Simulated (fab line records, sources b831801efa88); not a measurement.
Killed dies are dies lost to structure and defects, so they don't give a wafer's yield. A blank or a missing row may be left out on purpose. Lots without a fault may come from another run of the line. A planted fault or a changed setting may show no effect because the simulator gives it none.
fab line records | flow sky130
record lots=6 wafers=18 last_day=50
route steps=708 shown FIELD_ISO@16 NWELL@32 DNWELL@35 PWDE@45 PAD_OPEN@708
lots that met no fault: from a run of the same line without faults
start_h: hours from the record's first day to the start of the lot's first wafer shown | wait_h: hours since the lot's step before | " the same as in the row above | L1.1+2: a row that stands for several wafers | - no value, or no start given | * or withheld: withheld | < > ~ a bound
route shown NAME@n: a module of which the file shows steps, and the number in the route of the first | usual: mean/standard deviation of fault-free wafers | same: alike in all rows | chamber/n: place in a boat | sites: the reading at each site | _std_site: their standard deviation | _edge_site: outer sites' mean less inner sites' | radius_mm: how far each site lies from the wafer's centre | mask NAME#n: copy n | behind: the tool/chamber that last shaped the wafer | hold: why the lot was held/for how many hours/how that ended | device: the transistor (n, p or np) that didn't switch | end of line: the same wafers' tests at the end of the route | a step without rows: its recipe alone | killed: dies lost to structure and defects at the first sort, not the wafer's yield | map: a wafer's dies, x killed, . not, _ none there
set.NAME: the setting as run; set.NAME@STEP: as run at that earlier step | model.NAME: the simulator's own value behind a step, which no gauge read
lots at some steps of the route; a table a step, a row a wafer
services: from which hour (start_h, from the record's first day; less than 0 if before it) a tool's chamber was out of use, for how many hours, and why
## steps
# step SKY_FIELD_ISO_ETCH_15
# recipe chemistry=CHF3/O2 target_depth_nm=180 stop_on=Si source_w=600 bias_w=200 pressure_mtorr=40 chf3_flow_sccm=50 O2_flow_sccm=5 time_s=72
# usual drypump_motor_current_A=5.6/0.52 oes_product_au=0.943/0.0076 throttle_valve_pct=8.843/0.0084
# same time_s=72
# columns lot.wafer tool chamber start_h wait_h drypump_motor_current_A oes_product_au rf_hours_counter_h throttle_valve_pct
L706.1 rie_diel-04 0 30.24 0.0 5.2 0.953 32 8.830
L706.3 " 1 " " 5.6 0.946 30 8.846
L706.6 " 0 " " 5.2 0.948 - 8.866
L710.3 rie_diel-01 3 50.94 0.0 5.5 0.930 57 8.833
L710.4 " 2 " " 5.8 0.937 139 8.832
L710.5 " 2 " " 5.8 0.940 - 8.848
L717.1 rie_diel-01 0 86.71 0.0 5.6 0.941 5 8.834
L717.4 " 1 " " 4.7 0.931 71 8.843
L717.5 " 0 " " 5.6 0.938 - 8.843
L718.1 rie_diel-01 3 91.36 0.0 5.4 0.942 58 8.848
L718.4 " 0 " " 5.6 0.943 5 8.835
L718.6 " 1 " " 4.7 0.940 - 8.822
L726.1 rie_diel-03 3 133.84 0.0 6.2 0.937 76 8.852
L726.3 " 2 " " 6.5 0.938 157 8.846
L726.4 " 0 " " 5.0 0.939 6 8.849
L729.2 rie_diel-01 2 150.31 0.0 5.8 0.946 140 8.843
L729.5 " 2 " " 5.8 0.946 - 8.851
L729.6 " 3 " " 5.4 0.946 - 8.828
# step SKY_FIELD_ISO_STRIP_16
# recipe chemistry=O2/N2 power_w=1400 pressure_mtorr=1500 platen_temp_c=withheld o2_flow_sccm=3000 n2_flow_sccm=300 overash_fraction=0.5
# usual drypump_motor_current_A=5.6/0.4 oes_product_au=0.378/0.0048 strip_time_to_endpoint_s=3.54/0.048
# columns lot.wafer tool chamber start_h wait_h drypump_motor_current_A oes_product_au rf_hours_counter_h strip_time_to_endpoint_s
L706.1 plasma_asher-01 1 30.30 0.0 5.4 0.370 35 3.54
L706.3 " 0 " " 5.9 0.376 - 3.53
L706.6 " 1 " " 5.4 0.377 - 3.53
L710.3 plasma_asher-03 1 51.03 0.1 6.0 0.377 - 3.61
L710.4 " 0 " " 6.1 0.381 - 3.60
L710.5 " 0 " " 6.1 0.376 - 3.64
L717.1 plasma_asher-03 1 86.76 0.0 6.0 0.372 28 3.50
L717.4 " 1 " " 6.0 0.376 - 3.59
L717.5 " 1 " " 5.9 0.381 - 3.55
L718.1 plasma_asher-01 1 91.41 0.0 5.4 0.385 42 3.62
L718.4 " 0 " " 5.9 0.375 - 3.54
L718.6 " 0 " " 6.0 0.379 - 3.57
L726.1 plasma_asher-02 1 133.90 0.0 5.2 0.370 46 3.46
L726.3 " 1 " " 5.1 0.379 - 3.51
L726.4 " 0 " " 5.2 0.377 - 3.49
L729.2 plasma_asher-03 1 150.36 0.0 5.9 0.385 34 3.62
L729.5 " 1 " " 5.9 0.385 - 3.61
L729.6 " 0 " " 6.1 0.367 - 3.58
# step SKY_FIELD_ISO_ETCH_17
# recipe target_depth_a=3420 mask_material=Si3N4 chemistry=HBr/Cl2/O2 target=Si taper_deg=5 icp_w=600 bias_w=150 pressure_mtorr=15 HBr_flow_sccm=150 Cl2_flow_sccm=40 O2_flow_sccm=6 time_s=97.7
# usual drypump_motor_current_A=5.8/0.41 oes_product_au=0.998/0.014 throttle_valve_pct=25.657/0.013
# same time_s=97.7
# columns lot.wafer tool chamber start_h wait_h drypump_motor_current_A oes_product_au rf_hours_counter_h throttle_valve_pct
L706.1 rie_si-01 2 30.40 0.1 5.8 1.014 75 25.659
L706.3 " 0 " " 5.5 1.003 2 25.667
L706.6 " 3 " " 6.3 0.984 - 25.657
L710.3 rie_si-01 0 51.10 0.0 5.5 0.988 2 25.667
L710.4 " 3 " " 6.3 0.977 20 25.679
L710.5 " 1 " " 6.3 1.007 - 25.640
L717.1 rie_si-01 2 86.86 0.1 5.8 1.015 75 25.642
L717.4 " 1 " " 6.2 1.017 11 25.643
L717.5 " 2 " " 5.8 1.010 - 25.636
L718.1 rie_si-01 2 91.51 0.1 5.8 1.015 75 25.649
L718.4 " 0 " " 5.5 1.006 3 25.650
L718.6 " 3 " " 6.3 0.993 - 25.670
L726.1 rie_si-01 3 134.00 0.1 6.2 0.994 20 25.651
L726.3 " 2 " " 5.8 1.026 76 25.645
L726.4 " 0 " " 5.5 1.005 3 25.645
L729.2 rie_si-02 3 150.46 0.1 5.1 0.980 0 25.676
L729.5 " 3 " " 5.1 0.980 - 25.673
L729.6 " 1 " " 5.2 0.993 - 25.666
# step SKY_FIELD_ISO_WET_ETCH_18
# recipe chemistry=H3PO4 target_depth_nm=25 temp_c=160 target=Si3N4 time_s=286
# step SKY_FIELD_ISO_CLEAN_19
# recipe chemistry=SC1/SC2 mix=1:4:20 temp_c=70 time_s=150
# step SKY_FIELD_ISO_CLEAN_20
# recipe chemistry=dHF time_s=20 dilution=100:1
# step SKY_FIELD_ISO_WET_ETCH_21
# recipe chemistry=dHF dilution=100:1 target_depth_nm=20 dry=ipa_marangoni target=SiO2 temp_c=25 time_s=400
# step SKY_FIELD_ISO_OXIDATION_22
# recipe temp_c=950 ambient=O2 stabilise_s=600 purge_s=300 target_thk_a=100 ox_time_s=623
# step SKY_FIELD_ISO_THK_MEAS_23
# recipe reads=SiO2_of_FIELD_ISO_OXIDATION_22
# usual FIELD_ISO_OXIDATION_01_THK=9.95/0.18
# columns lot.wafer tool chamber start_h wait_h FIELD_ISO_OXIDATION_01_THK[nm]
L706.1 film_metro-03 - 34.71 0.0 10.31
L706.3 " - " " 10.27
L706.6 " - " " 10.46
L710.3 film_metro-02 - 53.33 0.0 9.93
L710.4 " - " " 9.99
L710.5 " - " " 9.94
L717.1 film_metro-03 - 89.16 0.0 9.71
L717.4 " - " " 10.07
L717.5 " - " " 9.80
L718.1 film_metro-04 - 94.01 0.0 9.95
L718.4 " - " " 9.96
L718.6 " - " " 9.92
L726.1 film_metro-04 - 135.55 0.0 9.83
L726.3 " - " " 9.94
L726.4 " - " " 10.11
L729.2 film_metro-04 - 153.68 0.0 9.60
L729.5 " - " " 9.57
L729.6 " - " " 9.61
# step SKY_FIELD_ISO_CVD_24
# recipe material=SiO2 target_thk_nm=595 temp_c=650 sigma_open_frac=0.3 time_s=99.2 sih4_flow_sccm=60 pressure_mtorr=6
# step SKY_FIELD_ISO_THK_MEAS_25
# recipe reads=SiO2_of_FIELD_ISO_CVD_24
# usual FIELD_ISO_CVD_24_THK=592/7.3
# columns lot.wafer tool chamber start_h wait_h FIELD_ISO_CVD_24_THK[nm]
L706.1 film_metro-02 - 34.84 0.0 586
L706.3 " - " " 587
L706.6 " - " " 583
L710.3 film_metro-03 - 53.46 0.1 593
L710.4 " - " " 589
L710.5 " - " " 582
L717.1 film_metro-04 - 89.29 0.0 595
L717.4 " - " " 586
L717.5 " - " " 585
L718.1 film_metro-04 - 94.14 0.0 599
L718.4 " - " " 593
L718.6 " - " " 597
L726.1 film_metro-02 - 135.69 0.0 576
L726.3 " - " " 590
L726.4 " - " " 576
L729.2 film_metro-02 - 153.81 0.0 592
L729.5 " - " " 595
L729.6 " - " " 583
# step SKY_FIELD_ISO_ANNEAL_26
# recipe temp_c=1000 time_s=1800 ambient=N2
# step SKY_FIELD_ISO_CMP_27
# recipe stop_on=Si3N4 t_overpolish_s=16 down_force_psi=4 platen_rpm=60 target_thk_nm=457.8 pad_velocity_m_s=0.94248
# usual motor_current_A=12.2/1.2 overpolish_run_s=15.999/0.0093 time_to_endpoint_s=108/4.7
# columns lot.wafer tool chamber start_h wait_h motor_current_A overpolish_run_s time_to_endpoint_s
L706.1 cmp-01 3 36.80 0.1 13.7 15.998 107
L706.3 " 0 " " 11.0 15.991 113
L706.6 " 1 " " 12.5 16.005 109
L710.4 cmp-02 3 55.10 0.1 12.3 15.994 104
L710.3 " 0 " " 11.0 16.012 102
L710.5 " 1 " " 12.6 16.016 109
L717.1 cmp-02 3 90.85 0.0 10.7 16.001 111
L717.4 " 2 " " 13.3 15.995 106
L717.5 " 0 " " 11.2 15.996 100
L718.1 cmp-02 1 95.70 0.0 13.4 15.996 111
L718.4 " 3 " " 11.3 15.988 105
L718.6 " 2 " " 13.0 15.998 108
L726.1 cmp-01 2 137.25 0.0 12.6 15.996 113
L726.4 " 3 " " 14.5 16.005 97
L726.3 " 0 " " 10.5 16.003 107
L729.2 cmp-01 2 155.51 0.1 12.5 16.008 116
L729.6 " 3 " " 14.7 15.997 102
L729.5 " 0 " " 11.2 16.006 113
# step SKY_FIELD_ISO_WET_ETCH_28
# recipe chemistry=dHF target_depth_nm=23.7 target=SiO2 dilution=10:1 temp_c=25 time_s=47
# step SKY_FIELD_ISO_WET_ETCH_29
# recipe chemistry=H3PO4 target_depth_nm=160 target=Si3N4 temp_c=160 time_s=1825
# step SKY_FIELD_ISO_WET_ETCH_30
# recipe chemistry=dHF target_depth_nm=25 target=SiO2 dilution=10:1 temp_c=25 time_s=50
# step SKY_NWELL_CLEAN_00
# recipe chemistry=SC1/SC2 mix=1:4:20 temp_c=70 time_s=150 dry=n2_spin
# step SKY_NWELL_OXIDATION_01
# recipe temp_c=900 ambient=O2 stabilise_s=600 purge_s=300 target_thk_a=100 ox_time_s=1418
# step SKY_NWELL_THK_MEAS_02
# recipe reads=SiO2_of_NWELL_OXIDATION_01
# usual NWELL_OXIDATION_THK=9.97/0.2
# columns lot.wafer tool chamber start_h wait_h NWELL_OXIDATION_THK[nm]
L706.1 film_metro-03 - 39.10 0.0 9.63
L706.3 " - " " 9.95
L706.6 " - " " 9.77
L710.3 film_metro-01 - 57.33 0.0 10.25
L710.4 " - " " 10.08
L710.5 " - " " 10.12
L717.1 film_metro-04 - 93.20 0.0 10.15
L717.4 " - " " 9.96
L717.5 " - " " 9.97
L718.1 film_metro-01 - 98.60 0.0 10.00
L718.4 " - " " 10.04
L718.6 " - " " 9.87
L726.1 film_metro-03 - 139.60 0.0 10.07
L726.3 " - " " 9.93
L726.4 " - " " 9.92
L729.2 film_metro-04 - 157.94 0.0 9.75
L729.5 " - " " 9.76
L729.6 " - " " 9.90
# step SKY_DNWELL_DEHYDRATE_00
# recipe temp_c=200 time_s=60
# step SKY_DNWELL_HMDS_01
# recipe prime_time_s=60 prime_temp_c=120
# step SKY_DNWELL_COAT_02
# recipe spin_rpm=2000 resist_thk_nm=3000
# step SKY_DNWELL_SOFTBAKE_03
# recipe temp_c=110 time_s=withheld
# step SKY_DNWELL_EXPOSE_04
# recipe mask_id=DNM na=0.57 target_cd_nm=3000 dose_mj=222
# step SKY_DNWELL_PEB_05
# recipe temp_c=115 time_s=withheld
# step SKY_DNWELL_DEVELOP_06
# recipe wall_angle_deg=90 developer=TMAH develop_time_s=60 dev_temp_c=23
# step SKY_DNWELL_IMPLANT_07
# recipe species=P energy_kev=withheld dose_cm2=withheld tilt_deg=withheld
# step SKY_DNWELL_STRIP_08
# recipe chemistry=O2/N2 power_w=1400 pressure_mtorr=1500 platen_temp_c=withheld o2_flow_sccm=3000 n2_flow_sccm=300 overash_fraction=0.5
# usual drypump_motor_current_A=5.5/0.5 oes_product_au=0.723/0.0043 strip_time_to_endpoint_s=36.96/0.12
# columns lot.wafer tool chamber start_h wait_h drypump_motor_current_A oes_product_au rf_hours_counter_h strip_time_to_endpoint_s
L706.1 plasma_asher-04 0 55.43 0.1 4.8 0.725 34 36.96
L706.3 " 1 " " 6.1 0.724 - 37.06
L706.6 " 1 " " 6.1 0.721 - 37.07
L710.3 plasma_asher-03 1 73.88 0.1 6.0 0.726 - 37.11
L710.4 " 0 " " 6.1 0.722 - 37.13
L710.5 " 0 " " 6.1 0.724 - 37.13
L717.1 plasma_asher-02 0 110.98 0.1 5.2 0.724 43 37.07
L717.4 " 1 " " 5.1 0.724 - 37.11
L717.5 " 0 " " 5.2 0.725 - 37.13
L718.1 plasma_asher-03 1 115.80 0.1 6.0 0.723 31 36.80
L718.4 " 0 " " 6.2 0.725 - 36.75
L718.6 " 0 " " 6.1 0.720 - 36.79
L726.1 plasma_asher-02 1 159.60 0.1 5.1 0.723 48 37.15
L726.3 " 1 " " 5.1 0.719 - 37.10
L726.4 " 0 " " 5.2 0.718 - 37.06
L729.2 plasma_asher-03 0 178.25 0.1 6.1 0.729 37 36.86
L729.5 " 0 " " 6.1 0.719 - 36.84
L729.6 " 1 " " 5.9 0.726 - 36.96
# step SKY_DNWELL_TW_MEAS_09
# usual DNWELL_TW=1108/16
# columns lot.wafer tool chamber start_h wait_h DNWELL_TW
L706.1 film_metro-01 - 55.53 0.1 1125
L706.3 " - " " 1131
L706.6 " - " " 1126
L710.3 film_metro-03 - 73.97 0.1 1082
L710.4 " - " " 1084
L710.5 " - " " 1084
L717.1 film_metro-04 - 111.12 0.1 1099
L717.4 " - " " 1097
L717.5 " - " " 1096
L718.1 film_metro-01 - 115.90 0.1 1129
L718.4 " - " " 1127
L718.6 " - " " 1127
L726.1 film_metro-04 - 159.70 0.1 1109
L726.3 " - " " 1109
L726.4 " - " " 1107
L729.2 film_metro-01 - 178.36 0.1 1119
L729.5 " - " " 1119
L729.6 " - " " 1113
# step SKY_PWDE_DEHYDRATE_00
# recipe temp_c=200 time_s=60
# step SKY_PWDE_HMDS_01
# recipe prime_time_s=60 prime_temp_c=120
# step SKY_PWDE_COAT_02
# recipe spin_rpm=2000 resist_thk_nm=3000
# step SKY_PWDE_SOFTBAKE_03
# recipe temp_c=110 time_s=withheld
# step SKY_PWDE_EXPOSE_04
# recipe mask_id=PWDEM na=0.6 source_shape=conventional sigma_outer=0.6 polarization=unpolarized target_cd_nm=840 dose_mj=214
# step SKY_PWDE_PEB_05
# recipe temp_c=115 time_s=withheld
# step SKY_PWDE_DEVELOP_06
# recipe wall_angle_deg=90 developer=TMAH develop_time_s=60 dev_temp_c=23
# step SKY_PWDE_OVL_MEAS_07
# usual PWDE_OVL=0.4/1.2
# columns lot.wafer tool chamber start_h wait_h PWDE_OVL[nm]
L706.1 overlay-02 - 72.10 - 1.0
L706.3 " - " " 1.0
L706.6 " - " " 1.3
L710.3 overlay-02 - 91.16 - 0.6
L710.4 " - " " 1.1
L710.5 " - " " 0.7
L717.1 overlay-01 - 130.30 - 1.5
L717.4 " - " " -0.6
L717.5 " - " " -0.8
L718.1 overlay-02 - 135.20 - 4.0
L718.4 " - " " 0.3
L718.6 " - " " 1.7
L726.1 overlay-02 - 179.85 - 2.5
L726.3 " - " " 1.0
L726.4 " - " " 1.0
L729.2 overlay-01 - 199.40 - 2.2
L729.5 " - " " 0.9
L729.6 " - " " 0.1
# step SKY_PWDE_IMPLANT_08
# recipe species=B energy_kev=150 dose_cm2=3.6e+12 tilt_deg=withheld
# step SKY_PWDE_STRIP_09
# recipe chemistry=O2/N2 power_w=1400 pressure_mtorr=1500 platen_temp_c=withheld o2_flow_sccm=3000 n2_flow_sccm=300 overash_fraction=0.5
# usual drypump_motor_current_A=5.7/0.5 oes_product_au=0.722/0.0042 strip_time_to_endpoint_s=36.96/0.12
# columns lot.wafer tool chamber start_h wait_h drypump_motor_current_A oes_product_au rf_hours_counter_h strip_time_to_endpoint_s
L706.1 plasma_asher-01 0 72.29 0.1 6.0 0.724 39 37.19
L706.3 " 1 " " 5.4 0.718 - 37.06
L706.6 " 0 " " 5.9 0.724 - 37.15
L710.3 plasma_asher-03 1 91.37 0.1 6.0 0.719 - 36.88
L710.4 " 0 " " 6.1 0.717 - 36.78
L710.5 " 0 " " 6.2 0.713 - 36.80
L717.1 plasma_asher-03 0 130.48 0.1 6.1 0.723 32 37.04
L717.4 " 1 " " 6.0 0.723 - 37.06
L717.5 " 0 " " 6.1 0.718 - 36.99
L718.1 plasma_asher-01 1 135.38 0.1 5.4 0.718 2 36.99
L718.4 " 1 " " 5.4 0.720 - 36.94
L718.6 " 1 " " 5.4 0.720 - 36.97
L726.1 plasma_asher-04 1 180.03 0.1 6.1 0.715 47 36.97
L726.3 " 0 " " 4.8 0.713 - 36.92
L726.4 " 1 " " 6.1 0.724 - 36.98
L729.2 plasma_asher-03 1 199.58 0.1 6.0 0.726 39 36.77
L729.5 " 1 " " 6.0 0.717 - 36.91
L729.6 " 0 " " 6.1 0.726 - 36.93
# step SKY_PWDE_TW_MEAS_10
# usual PWDE_TW=372/4.7
# columns lot.wafer tool chamber start_h wait_h PWDE_TW
L706.1 film_metro-01 - 72.39 0.1 378
L706.3 " - " " 377
L706.6 " - " " 375
L710.3 film_metro-01 - 91.45 0.1 377
L710.4 " - " " 376
L710.5 " - " " 375
L717.1 film_metro-01 - 130.58 0.1 375
L717.4 " - " " 374
L717.5 " - " " 379
L718.1 film_metro-03 - 135.48 0.1 368
L718.4 " - " " 367
L718.6 " - " " 369
L726.1 film_metro-01 - 180.13 0.1 373
L726.3 " - " " 374
L726.4 " - " " 375
L729.2 film_metro-03 - 199.69 0.1 367
L729.5 " - " " 370
L729.6 " - " " 369
# step SKY_NWELL_DEHYDRATE_03
# recipe temp_c=200 time_s=60
# step SKY_NWELL_HMDS_04
# recipe prime_time_s=60 prime_temp_c=120
# step SKY_PAD_OPEN_PROBE_99
# usual killed_at_M0_to_M3=42/6.7 killed_at_M4_up=3.3/2.1 killed_at_contacts=24/5.1 killed_at_front_end=15/4.6 killed_at_other=0.3/0.58 killed_dies=85/9.9 killed_on_rim=17/3.7 killed_open=46/6.9 killed_short=38/7
# same gross_dies=492 killed_at_back_side=0
# columns lot.wafer tool chamber start_h wait_h killed_at_M0_to_M3 killed_at_M4_up killed_at_contacts killed_at_front_end killed_at_other killed_dies killed_on_rim killed_open killed_short
L706.1 prober-01 - 1085.15 0.1 48 7 26 8 0 89 19 50 38
L706.3 prober-01 - 1085.25 0.2 42 6 21 13 0 82 10 46 36
L706.6 prober-01 - 1085.40 0.2 49 1 29 12 0 91 15 52 38
L710.3 prober-01 - 1104.63 0.2 40 4 25 18 0 87 19 45 42
L710.4 prober-01 - 1104.68 0.2 31 1 21 10 0 63 18 37 26
L710.5 prober-01 - 1104.73 0.2 45 3 29 21 0 98 15 50 48
L717.1 prober-02 - 1145.72 0.1 40 5 27 18 0 90 22 32 58
L717.4 prober-02 - 1145.87 0.2 37 4 17 186 1 245 49 33 36
L717.5 prober-02 - 1145.92 0.2 39 3 22 16 0 80 14 41 39
L718.6 prober-01 - 1152.92 0.2 31 2 26 197 0 256 45 44 27
L726.1 prober-02 - 1189.75 0.1 38 8 20 12 1 79 16 44 35
L726.3 prober-02 - 1189.85 0.2 42 2 26 11 0 81 13 45 36
L726.4 prober-02 - 1189.90 0.2 37 3 24 17 0 81 18 42 39
# killed by level:class
L706.1 VIA1:geometric_particle:open=16 CONTACT:geometric_particle:open=13 VIA1:geometric_particle:short=7 METAL2:geometric_particle:short=7 VIA2:geometric_particle:open=6 LI_CONTACT:geometric_particle:open=5 CONTACT:geometric_particle:short=4 POLY_GATE:geometric_particle:short=3
L706.3 VIA1:geometric_particle:open=12 CONTACT:geometric_particle:open=9 VIA2:geometric_particle:open=6 METAL1:geometric_particle:short=6 POLY_GATE:geometric_particle:open=5 POLY_GATE:geometric_particle:short=4 LI_CONTACT:geometric_particle:open=4 LOCAL_INTERCONNECT:geometric_particle:short=4
L706.6 VIA2:geometric_particle:open=10 CONTACT:geometric_particle:open=10 VIA1:geometric_particle:open=10 LI_CONTACT:geometric_particle:open=8 METAL2:geometric_particle:short=5 VIA2:geometric_particle:short=5 FIELD_ISO:geometric_particle:open=4 LI_CONTACT:geometric_particle:short=4
L710.3 LOCAL_INTERCONNECT:geometric_particle:short=8 LI_CONTACT:geometric_particle:open=7 VIA1:geometric_particle:open=7 VIA2:geometric_particle:open=7 VIA3:geometric_particle:open=7 CONTACT:geometric_particle:open=6 FIELD_ISO:geometric_particle:open=5 POLY_GATE:geometric_particle:short=5
L710.4 CONTACT:geometric_particle:open=9 LI_CONTACT:geometric_particle:open=8 METAL2:geometric_particle:short=5 POLY_GATE:geometric_particle:short=4 VIA1:geometric_particle:open=4 METAL1:geometric_particle:open=3 VIA1:geometric_particle:short=3 METAL2:geometric_particle:open=3
L710.5 CONTACT:geometric_particle:open=10 LI_CONTACT:geometric_particle:open=9 VIA1:geometric_particle:open=9 VIA2:geometric_particle:open=7 POLY_GATE:geometric_particle:short=6 VIA3:geometric_particle:open=6 FIELD_ISO:geometric_particle:open=5 CONTACT:geometric_particle:short=5
L717.1 METAL1:geometric_particle:short=11 LOCAL_INTERCONNECT:geometric_particle:short=8 CONTACT:geometric_particle:open=7 LI_CONTACT:geometric_particle:open=6 POLY_GATE:geometric_particle:short=5 CONTACT:geometric_particle:short=5 METAL2:geometric_particle:short=5 METAL3:geometric_particle:short=5
L717.4 FIELD_ISO:unspecified=176 CONTACT:geometric_particle:open=9 VIA2:geometric_particle:open=7 VIA1:geometric_particle:open=7 METAL2:geometric_particle:short=7 METAL1:geometric_particle:short=4 VIA2:geometric_particle:short=4 LI_CONTACT:geometric_particle:open=3
L717.5 CONTACT:geometric_particle:short=8 VIA3:geometric_particle:open=7 VIA1:geometric_particle:open=7 VIA2:geometric_particle:open=6 FIELD_ISO:geometric_particle:open=5 LI_CONTACT:geometric_particle:short=5 CONTACT:geometric_particle:open=5 FIELD_ISO:geometric_particle:short=4
L718.6 FIELD_ISO:unspecified=185 CONTACT:geometric_particle:open=11 VIA1:geometric_particle:open=8 POLY_GATE:geometric_particle:open=6 LI_CONTACT:geometric_particle:open=6 METAL1:geometric_particle:short=6 LOCAL_INTERCONNECT:geometric_particle:short=5 FIELD_ISO:geometric_particle:open=4
L726.1 VIA1:geometric_particle:open=8 CONTACT:geometric_particle:open=8 VIA2:geometric_particle:open=8 CONTACT:geometric_particle:short=7 FIELD_ISO:geometric_particle:open=5 VIA3:geometric_particle:short=5 VIA3:geometric_particle:open=5 METAL4:geometric_particle:short=5
L726.3 CONTACT:geometric_particle:open=9 METAL2:geometric_particle:short=9 VIA1:geometric_particle:open=8 VIA3:geometric_particle:open=6 LI_CONTACT:geometric_particle:open=6 LI_CONTACT:geometric_particle:short=5 VIA2:geometric_particle:open=5 FIELD_ISO:geometric_particle:short=4
L726.4 LI_CONTACT:geometric_particle:open=10 VIA3:geometric_particle:open=10 METAL2:geometric_particle:short=8 CONTACT:geometric_particle:short=7 POLY_GATE:geometric_particle:open=5 FIELD_ISO:geometric_particle:short=4 SPACER:geometric_particle:short=4 VIA1:geometric_particle:short=4
# map L717.4 (x killed, . not)
__________.x.xxx..x._________
________x.xxx.....xxx._______
______xx...x....xx.x.x.._____
_____x.xx..x....xxx.xx..x____
____x.xxxxxxx.x.x.x.x.....___
___x.x...x...xxx..xx.xx....__
__x..xx.x..x.x.xx.....x.xxxx_
_x...x..x...x...x.x.xxxx..xx.
_.x.x..x.xx..xx.x......x.xxxx
_x.x.x.xxxxx.xx..x.xxxxxx.xx.
_.x..x...xxxxx.xxx..xx...x.xx
_x..xxxx..x...x.....x.xx..xx.
_xxx..x..xxxxx.xx.xxx.x..x.x.
_..xxxx...xx...xxxx.xxxxxx.x.
_xx...x...xx...xxxxx..x.x..x.
__xx.....xx...xx.x...xx.x..._
___xxxx.xxxx.xx..xx.....x.x__
____xxxxxxx.xx...xxx.x.x..___
_____.x..xx........x..x..____
______x...x.x.x...xx.x.x_____
________..x..xx..x.xxx_______
__________..xxx...xx_________
# map L718.6 (x killed, . not)
__________.x...x...._________
________xx.xx.xx.x.xxx_______
______x...x.x.x..xx.xxx._____
_____x..x..x..x.xxx..xx.x____
____xx..x.x..xx.xx...xx.x.___
___x..xx...xx...x.xx..xx.x.__
__xxx.x..x.x.x.xxx..x.x.x..x_
_x..x.xxx.xx....x....xxx..x..
_xxx..xxx.xxxxxx....x....xx.x
_x..x...xxxx...xxx...x....xxx
_..x..xxx.xxxxxxxxx..x..xxxxx
_x.xxx...x.xxx.x.x.x...xxxxx.
_....xx.xxxx.xx.x.x.xxx.x..x.
_..xx.x.x.x.xx..x.x.x.x..xxx.
_xxx.x..xx..xx.....x.xxxxx...
__..xx.xx.xxx.......xx.xx..x_
___x.x.xxx..xxxxxx.x..xxxxx__
____xx..x...x.x..xxx.xxxx.___
_____.x.xxx.xx..x.xx.....____
______x..x.x.x.xx.x.x..x_____
________..xxx.xxx....._______
__________..x...xxxx_________
## services
# columns tool chamber start_h hours kind
plasma_asher-04 - 13.68 0.4 repair
plasma_asher-04 - 21.05 28.1 pm
rie_si-01 1 21.50 13.8 repair
rie_si-02 0 25.74 1.4 repair
rie_si-01 0 33.28 15.2 repair
rie_diel-03 3 33.69 84.6 repair
cmp-02 - 40.53 5.1 pm
rie_diel-03 2 47.04 23.4 repair
cmp-01 - 47.11 5.7 pm
cmp-01 - 59.37 19.1 pm
cmp-01 - 78.44 4.0 pm
plasma_asher-03 - 88.32 3.0 repair
rie_si-01 2 96.37 4.3 repair
rie_diel-01 1 97.40 6.0 repair
plasma_asher-01 - 108.75 9.0 pm
rie_si-01 3 119.61 7.4 repair
cmp-01 - 121.04 0.3 repair
cmp-02 - 124.17 0.7 repair
cmp-02 - 137.06 0.4 repair
rie_diel-01 3 166.76 8.0 repair
cmp-01 - 176.69 1.0 repair
rie_diel-01 - 179.32 15.6 pm
plasma_asher-03 - 183.27 1.4 repair
rie_si-01 2 195.59 9.3 repair
## key
first_sign step=SKY_PAD_OPEN_PROBE_99 reading=killed_at_front_end direction=up sigmas=38 usual=15 struck=192
effect step=SKY_PAD_OPEN_PROBE_99 reading=killed_dies direction=up sigmas=17 usual=85 struck=250
met_at SKY_FIELD_ISO_CMP_27
struck_wafers L717.4,L718.6
tester_left_out L717,L718
fault kind=chamber_particle_source tool=cmp-02 chamber=2 onset_h=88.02 steps=SKY_FIELD_ISO_CMP_27 rate_per_visit_cm2=0.89082 end_h=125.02
# tester_left_out: of these lots the tester's yield and bins aren't shown, on N5 and GAA mostly nor the transistor test; their killed dies are dies lost to structure and defects alone, not to doping, threshold or leakage, so they don't give the yield
